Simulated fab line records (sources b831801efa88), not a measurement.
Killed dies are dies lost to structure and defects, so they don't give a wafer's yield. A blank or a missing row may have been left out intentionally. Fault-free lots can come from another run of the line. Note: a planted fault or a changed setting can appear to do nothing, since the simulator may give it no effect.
One fault through the eyes of 2 desks ; flow gf180mcu ; each desk holds nothing but its own numbers, with what lay behind them at the end

## TOOL OWNER'S DESK, rieDiel-02
The tool's own readings at GF_V2_ETCH_16 (etches BARC in N2/H2): means of the sampled wafers that have a number, for each lot that ran on this tool. Any lot whose mean is over 4 standard deviations away from the usual mean is out of limits and marked OUT; that distance is given in the brackets.
Columns: A = biasW at GF_V2_ETCH_16, usual 100.0 W; B = chamberPressureMTorr at GF_V2_ETCH_16, usual 30.001 mTorr; C = drypumpMotorCurrentA at GF_V2_ETCH_16, usual 5.7 A; D = oesProductAu at GF_V2_ETCH_16, usual 0.854 a.u.; E = rfFwdPowerW at GF_V2_ETCH_16, usual 495.0 W; F = throttleValvePct at GF_V2_ETCH_16, usual 13.225 %
lot;first seen here;A;B;C;D;E;F
L318;day 19 20:09;99.8;30.012;5.9;0.854;493.7;13.229
L321;day 21 18:09;99.9;30.001;5.8;0.849;492.6;13.220
L336;day 27 01:05;100.3;29.984;6.1;0.855;520.2 (+11) OUT;13.222
Finding of this desk: L336 out of limits; the first was L336 at day 27 01:05, on rfFwdPowerW at GF_V2_ETCH_16. In limits: L318, L321.

## THE METROLOGY DESK
Lot by lot, what the gauges showed, no matter which tool ran the lot: averages of those sampled wafers that carry a number. Any lot whose mean is over 4 standard deviations away from the usual mean is out of limits and marked OUT; that distance is given in the brackets.
Columns: A = cdNm at GF_V2_CD_MEAS_14, usual 260.0 nm; B = V2_W_RS at GF_V2_RS_MEAS_24, usual 0.327 ohm/sq
lot;first seen here;A;B
L318;day 19 20:04;260.1;0.325
L319;day 21 06:31;259.2;0.329
L321;day 21 18:01;259.8;0.334
L322;day 22 00:43;262.7;0.328
L323;day 22 07:52;259.9;0.327
L325;day 23 02:12;257.0;0.329
L327;day 23 20:34;262.0;0.330
L332;day 25 10:10;260.2;0.326
L336;day 27 00:56;261.1;0.327
L338;day 27 09:42;259.2;0.321
L340;day 27 16:25;260.5;0.323
L341;day 27 20:59;260.5;0.325
This desk's verdict: no lot among the 12 shows anything out of limits.

## PUT TOGETHER
The tool owner's desk could have raised an alarm at day 27 01:05, on L336.
Metrology desk: nothing out of limits seen.
The metrology desk has L336 on record, within its limits.
The lots listed all ran GF_V2_ETCH_16 on rieDiel-02.

## WHAT THE SIMULATOR HAD PUT IN
rieDiel-02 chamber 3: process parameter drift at GF_V2_ETCH_16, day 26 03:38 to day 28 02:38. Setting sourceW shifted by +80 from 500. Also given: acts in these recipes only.
Lots struck among those shown: L336.
Delay in hours, fault start to first out-of-limits reading, by desk: the tool owner's desk at 21.
